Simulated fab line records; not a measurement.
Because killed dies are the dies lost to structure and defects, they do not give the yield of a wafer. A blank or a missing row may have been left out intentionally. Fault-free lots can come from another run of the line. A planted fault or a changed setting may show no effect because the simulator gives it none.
Which tool is to blame? | flow sky130 | 42 wafers from 14 lots sampled at 2 of the route's 708 steps

WHAT THE GAUGES READ, wafer by wafer
Not one reading of a measure or inspect step in the record can be checked against a usual standard deviation.

TOOL THAT RAN EACH LOT (tool first, then ch and the chambers of the sampled wafers, then the start)
lot  | SKY_POLY_GATE_ETCH_16             | SKY_PAD_OPEN_PROBE_99
L154 | rieDiel-01 ch 0,1,2, day 15 23:02 | -
L156 | rieDiel-04 ch 0,1,2, day 17 06:14 | -
L157 | rieDiel-04 ch 0,2,3, day 17 19:36 | -
L160 | rieDiel-04 ch 0,2,3, day 18 18:20 | -
L163 | rieDiel-01 ch 1,2,3, day 19 17:30 | prober-02, day 48 00:52
L164 | rieDiel-01 ch 0,2,3, day 20 03:59 | prober-01, day 48 07:52
L168 | rieDiel-04 ch 0,1,3, day 21 12:05 | -
L169 | rieDiel-03 ch 0,2,3, day 21 16:06 | -
L171 | rieDiel-03 ch 1,2,3, day 22 13:08 | -
L172 | rieDiel-04 ch 0,2,3, day 22 15:41 | -
L173 | rieDiel-04 ch 0,2, day 23 08:06   | -
L175 | rieDiel-04 ch 2,3, day 24 04:53   | -
L176 | rieDiel-01 ch 1,2, day 24 19:56   | -
L177 | rieDiel-04 ch 1,2, day 25 11:47   | -
- SKY_POLY_GATE_ETCH_16: etches Si3N4 in CH3F/O2, stops on poly-Si, time 147.5 s, target depth 75 nm.
- SKY_PAD_OPEN_PROBE_99

AS READ BY THE TOOLS THEMSELVES (means over the sampled wafers that have a number; for cases with no such wafer, the mark the record gives instead)
SKY_POLY_GATE_ETCH_16.
lot  | tool       | O2_flow_sccm (sccm) | ch3fFlowSccm (sccm) | drypumpMotorCurrentA (A) | oesProductAu (a.u.) | throttleValvePct (%)
L154 | rieDiel-01 | 30.00               | 40.11               | 5.9                      | 0.638               | 10.542
L156 | rieDiel-04 | 29.98               | 39.97               | 6.5                      | 0.642               | 10.529
L157 | rieDiel-04 | 30.04               | 40.12               | 5.9                      | 0.641               | 10.541
L160 | rieDiel-04 | 30.04               | 40.00               | 5.9                      | 0.636               | 10.529
L163 | rieDiel-01 | 30.03               | 40.15               | 5.6                      | 0.645               | 10.541
L164 | rieDiel-01 | 29.95               | 39.94               | 5.9                      | 0.639               | 10.535
L168 | rieDiel-04 | 30.07               | 39.95               | 5.9                      | 0.642               | 10.532
L169 | rieDiel-03 | 30.01               | 40.02               | 6.0                      | 0.636               | 10.530
L171 | rieDiel-03 | 29.97               | 39.98               | 5.7                      | 0.642               | 10.537
L172 | rieDiel-04 | 30.11               | 40.13               | 5.9                      | 0.644               | 10.533
L173 | rieDiel-04 | 30.04               | 39.93               | 6.1                      | 0.643               | 10.536
L175 | rieDiel-04 | 30.00               | 40.03               | 6.2                      | 0.633               | 10.529
L176 | rieDiel-01 | 29.97               | 40.03               | 5.6                      | 0.637               | 10.532
L177 | rieDiel-04 | 30.02               | 40.04               | 6.8                      | 0.641               | 10.529

SKY_PAD_OPEN_PROBE_99.
lot  | tool      | killed_at_M0_to_M3 | killed_at_M4_up | killedAtContacts | killedAtFrontEnd | killedAtOther | killedDies | killedOnRim | killedOpen | killedShort
L163 | prober-02 | 44                 | 4.7             | 27               | 76               | 1.0           | 153        | 25          | 53         | 38
L164 | prober-01 | 39                 | 5.0             | 20               | 71               | 0.0           | 135        | 19          | 39         | 33

THE ANSWER, worked out from the rows above alone
Rule: what is usual is taken from the lots themselves. The widest of any qualifying gaps counts: lots, ordered by their means at a reading, are off when they make up no more than a third of the lots, leave a main group of 4 or more, and stand apart from it by 3 or more times the standard deviation of that group's means. A main group whose means are all the same, to the digits that the tables above print for the reading, isn't used. Also off: a lot with no number at a reading for which 4 or more lots have one. Where the step has rows for the other lots, those lots are counted as sound. The gauges are gone through in route order, then the tools' own readings, and for those a lot's mean is taken as printed above. At the first step where some lot is off, the reading lying furthest off is the one used; lots without a number count as furthest.
No lot is off at any reading shown: from this, nothing can be told.

WHAT HAD BEEN PUT IN BY THE SIMULATOR
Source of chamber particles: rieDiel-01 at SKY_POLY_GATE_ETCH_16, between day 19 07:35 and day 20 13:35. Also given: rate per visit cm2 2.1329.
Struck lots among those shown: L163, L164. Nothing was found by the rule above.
